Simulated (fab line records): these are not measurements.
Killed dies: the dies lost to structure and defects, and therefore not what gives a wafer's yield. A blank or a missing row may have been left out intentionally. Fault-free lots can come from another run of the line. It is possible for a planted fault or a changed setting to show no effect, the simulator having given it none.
fab line records	flow sky130
record: lots: 8	wafers: 24	last-day: 50
route steps=708 shown VT_ADJUST_HVTP@96 VT_ADJUST_LVTN@106 SONOS_ONO@172
lots that met no fault: from a run of the same line without faults
start-h: start of the lot's first displayed wafer, in hours after the record's first day	wait-h: hours since the lot's step before	" identical to the entry in the row above	L1.1+2: one row covering several wafers at once	- no value present, or no start provided	* or withheld: withheld	< > ~ a bound
route shown NAME@n: NAME is a module with steps in the file, n the number in the route of the first one	usual: mean and standard deviation over wafers with no fault	same: alike in all rows	chamber/n: place in a boat	sites: per-site readings	_std_site: standard deviation across them	_edge_site: inner sites' mean taken away from outer sites' mean	radius-mm: how far each site lies from the wafer's centre	mask NAME#n: copy n	behind: the last tool/chamber to shape the wafer	hold: why the lot was held/for how many hours/how that ended	device: names the non-switching transistor (n, p or np)	end of line: the route-end tests of the same wafers	step lacking rows: just its recipe	killed: dies lost to structure and defects at the first sort, not the wafer's yield	map: the dies of a wafer, with x for killed, . for not killed, _ for no die there
set.NAME: the setting that was run; set.NAME@STEP: the one run at that earlier step	model.NAME: the simulator's own value behind a step, which no gauge read
steps of the route over a sample of lots; a table a step, a row a wafer
services: when a tool's chamber went out of use (start-h, in hours from the record's first day, below 0 if earlier), for how many hours, and the reason
== steps ==
step: SKY_VT_ADJUST_HVTP_TW_MEAS_11
usual: VT_ADJUST_HVTP_TW: 1368/24
lot.wafer	tool	chamber	start-h	wait-h	VT_ADJUST_HVTP_TW
L556.1	film-metro-01	-	117.52	0.1	1350
L556.3	"	-	"	"	1353
L556.5	"	-	"	"	1346
L557.1	film-metro-02	-	123.82	0.1	1399
L557.3	"	-	"	"	1389
L557.5	"	-	"	"	1398
L567.1	film-metro-01	-	199.87	0.1	1348
L567.4	"	-	"	"	1345
L567.6	"	-	"	"	1348
L566.3	film-metro-02	-	200.79	0.1	1395
L566.5	"	-	"	"	1394
L566.6	"	-	"	"	1390
L576.1	film-metro-02	-	250.42	0.1	1389
L576.2	"	-	"	"	1397
L576.6	"	-	"	"	1395
L577.1	film-metro-01	-	250.72	0.1	1340
L577.2	"	-	"	"	1341
L577.4	"	-	"	"	1339
L578.1	film-metro-02	-	260.02	0.1	1390
L578.2	"	-	"	"	1392
L578.3	"	-	"	"	1392
L579.1	film-metro-01	-	266.42	0.1	1347
L579.2	"	-	"	"	1340
L579.5	"	-	"	"	1334
step: SKY_VT_ADJUST_LVTN_STRIP_09
recipe: chemistry: O2/N2	power-w: 1400	pressure-mtorr: 1500	platen-temp-c: withheld	o2-flow-sccm: 3000	n2-flow-sccm: 300	overash-fraction: 0.5
usual: drypump-motor-current-A: 6.0/0.31	o2-flow-sccm: 3001/8.3	oes-product-au: 0.722/0.0044	strip-time-to-endpoint-s: 36.91/0.094
lot.wafer	tool	chamber	start-h	wait-h	drypump-motor-current-A	o2-flow-sccm	oes-product-au	rf-hours-counter-h	strip-time-to-endpoint-s
L556.1	plasma-asher-02	0	136.25	0.1	5.9	3011	0.717	45	36.90
L556.3	"	1	"	"	5.6	2988	0.724	-	36.91
L556.5	"	1	"	"	5.6	3000	0.725	-	36.80
L557.1	plasma-asher-03	0	142.95	0.1	6.5	2989	0.721	2	36.90
L557.3	"	0	"	"	6.5	2988	0.719	-	36.89
L557.5	"	0	"	"	6.4	2986	0.722	-	36.90
L567.1	plasma-asher-03	1	220.60	0.1	5.8	3001	0.724	10	36.82
L567.4	"	1	"	"	5.8	2999	0.722	-	36.89
L567.6	"	0	"	"	6.5	3001	0.716	-	36.84
L566.3	plasma-asher-03	1	222.50	0.1	5.8	3014	0.713	-	36.95
L566.5	"	0	"	"	6.5	3017	0.718	-	36.96
L566.6	"	1	"	"	5.8	3002	0.725	-	36.97
L576.1	plasma-asher-04	1	274.40	0.1	6.3	2999	0.721	58	36.89
L576.2	"	0	"	"	6.0	3000	0.728	58	36.82
L576.6	"	1	"	"	6.3	3001	0.720	-	36.90
L577.1	plasma-asher-02	0	275.05	0.1	6.0	2994	0.735	59	36.84
L577.2	"	1	"	"	5.5	2985	0.728	59	36.94
L577.4	"	1	"	"	5.5	3001	0.723	-	36.88
L578.1	plasma-asher-02	1	284.66	0.1	5.5	3005	0.729	59	36.81
L578.2	"	0	"	"	5.9	2986	0.719	59	36.84
L578.3	"	0	"	"	5.9	3019	0.720	-	36.90
L579.1	plasma-asher-04	0	291.53	0.1	6.0	3004	0.724	60	36.84
L579.2	"	1	"	"	6.3	2997	0.722	60	36.90
L579.5	"	0	"	"	6.0	3001	0.720	-	36.89
step: SKY_SONOS_ONO_CVD_04
recipe: material: SiO2	precursor: SiH4/N2O	target-thk-nm: 5.7199	temp-c: 900	pressure-mtorr: 416.6
usual: spike-tc-centre-C: 900.0/1.7	spike-tc-lower-C: 900.8/1	spike-tc-upper-C: 899.9/1.2
lot.wafer	tool	chamber	start-h	wait-h	spike-tc-centre-C	spike-tc-lower-C	spike-tc-upper-C
L556.1	lpcvd-03	0	246.93	0.1	897.3	899.4	898.3
L556.3	"	0	"	"	898.9	902.0	898.9
L556.5	"	0	"	"	899.0	902.6	898.4
L557.1	lpcvd-03	0	251.95	0.1	899.2	902.0	899.0
L557.3	"	0	"	"	900.4	899.5	896.6
L557.5	"	0	"	"	899.6	900.5	899.0
L567.1	lpcvd-03	0	349.59	0.1	896.7	900.0	898.2
L567.4	"	0	"	"	898.8	899.6	898.4
L567.6	"	0	"	"	898.1	898.6	900.5
L566.3	lpcvd-03	1	350.84	0.2	900.9	900.6	900.4
L566.5	"	1	"	"	901.3	902.6	900.7
L566.6	"	1	"	"	899.8	900.6	901.1
L576.1	lpcvd-03	1	416.04	0.1	900.7	901.8	902.1
L576.2	"	1	"	"	898.8	902.2	899.9
L576.6	"	1	"	"	900.7	900.5	900.2
L577.1	lpcvd-03	1	417.29	0.3	902.5	901.4	901.2
L577.2	"	1	"	"	900.4	900.9	899.6
L577.4	"	1	"	"	901.8	902.5	901.6
L578.1	lpcvd-03	1	427.46	0.1	902.0	900.5	901.0
L578.2	"	1	"	"	900.3	900.8	900.3
L578.3	"	1	"	"	902.2	900.8	900.4
L579.1	lpcvd-03	0	438.21	0.1	899.9	900.8	899.8
L579.2	"	0	"	"	898.4	898.9	898.9
L579.5	"	0	"	"	899.1	902.8	899.6
step: SKY_SONOS_ONO_THK_MEAS_05
recipe: reads: SiO2_of_SONOS_ONO_CVD_04
usual: SONOS_ONO_CVD_04_THK: 5.87/0.13
lot.wafer	tool	chamber	start-h	wait-h	SONOS_ONO_CVD_04_THK[nm]
L556.1	film-metro-01	-	248.18	0.0	5.68
L556.3	"	-	"	"	5.71
L556.5	"	-	"	"	5.68
L557.1	film-metro-01	-	253.82	0.0	5.90
L557.3	"	-	"	"	5.99
L557.5	"	-	"	"	5.93
L567.1	film-metro-03	-	350.84	0.0	5.20
L567.4	"	-	"	"	5.19
L567.6	"	-	"	"	5.27
L566.3	film-metro-01	-	352.11	0.0	5.47
L566.5	"	-	"	"	5.41
L566.6	"	-	"	"	5.58
L576.1	film-metro-01	-	417.29	0.0	5.90
L576.2	"	-	"	"	5.87
L576.6	"	-	"	"	6.03
L577.1	film-metro-03	-	418.54	0.0	5.93
L577.2	"	-	"	"	5.92
L577.4	"	-	"	"	6.06
L578.1	film-metro-04	-	428.71	0.0	5.73
L578.2	"	-	"	"	5.73
L578.3	"	-	"	"	5.60
L579.1	film-metro-04	-	439.46	0.0	5.95
L579.2	"	-	"	"	5.95
L579.5	"	-	"	"	6.02
step: SKY_SONOS_ONO_OVL_MEAS_14
usual: SONOS_ONO_OVL: 0.0/1.6
lot.wafer	tool	chamber	start-h	wait-h	SONOS_ONO_OVL[nm]
L556.1	overlay-01	-	272.04	0.1	0.7
L556.3	"	-	"	"	-1.2
L556.5	"	-	"	"	0.3
L557.1	overlay-01	-	277.73	0.1	0.9
L557.3	"	-	"	"	0.3
L557.5	"	-	"	"	1.0
L567.1	overlay-01	-	379.19	0.1	-0.4
L567.4	"	-	"	"	0.0
L567.6	"	-	"	"	-0.7
L566.3	overlay-01	-	380.31	0.1	0.5
L566.5	"	-	"	"	-0.6
L566.6	"	-	"	"	0.1
L576.1	overlay-02	-	447.48	0.1	-0.3
L576.2	"	-	"	"	-1.5
L576.6	"	-	"	"	0.5
L577.1	overlay-02	-	448.64	0.1	0.0
L577.2	"	-	"	"	0.6
L577.4	"	-	"	"	-1.3
L578.1	overlay-01	-	459.23	0.1	-1.6
L578.2	"	-	"	"	-0.9
L578.3	"	-	"	"	0.3
L579.1	overlay-02	-	471.19	0.1	2.4
L579.2	"	-	"	"	2.0
L579.5	"	-	"	"	3.8
== services ==
tool	chamber	start-h	hours	kind
plasma-asher-03	0	117.75	-	clean
plasma-asher-03	1	117.75	-	clean
lpcvd-03	-	262.10	0.6	repair
plasma-asher-02	-	289.18	0.8	repair
plasma-asher-04	-	307.17	1.6	repair
lpcvd-03	-	336.00	2.8	pm
lpcvd-03	-	339.55	0.9	repair
plasma-asher-04	-	342.23	1.8	repair
plasma-asher-02	-	347.63	2.8	pm
plasma-asher-04	-	374.28	9.4	repair
plasma-asher-03	-	403.86	0.7	repair
plasma-asher-03	-	407.37	3.8	repair
plasma-asher-04	-	412.00	2.8	pm
plasma-asher-02	-	416.13	1.8	repair
plasma-asher-02	-	418.35	3.1	repair
plasma-asher-02	-	421.41	9.0	pm
plasma-asher-02	0	421.41	9.0	vent-cycle
plasma-asher-02	1	421.41	9.0	vent-cycle
plasma-asher-02	0	430.41	-	clean
plasma-asher-02	1	430.41	-	clean
== key ==
first-sign: step: SKY_SONOS_ONO_THK_MEAS_05	reading: SONOS_ONO_CVD_04_THK	direction: down	sigmas: 4	usual: 5.87	struck: 5.35
effect none on later readings
met-at SKY_SONOS_ONO_CVD_04
struck-lots L566,L567
tester-left-out L566,L567
not-acting-at SKY_VT_ADJUST_HVTP_TW_MEAS_11,SKY_VT_ADJUST_LVTN_STRIP_09,SKY_SONOS_ONO_OVL_MEAS_14
onset-between 251.95 349.59
fault: kind: process-parameter-drift	tool: lpcvd-03	chamber: -	onset-h: 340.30	steps: SKY_SONOS_ONO_CVD_04	channel: target-thk-nm	offset: -0.50356	shape: step	end-h: 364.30	stated: 5.7199
tester-left-out: of these lots the tester's yield and bins aren't shown, on N5 and GAA mostly nor the transistor test; their killed dies are dies lost to structure and defects alone, not to doping, threshold or leakage, so they don't give the yield
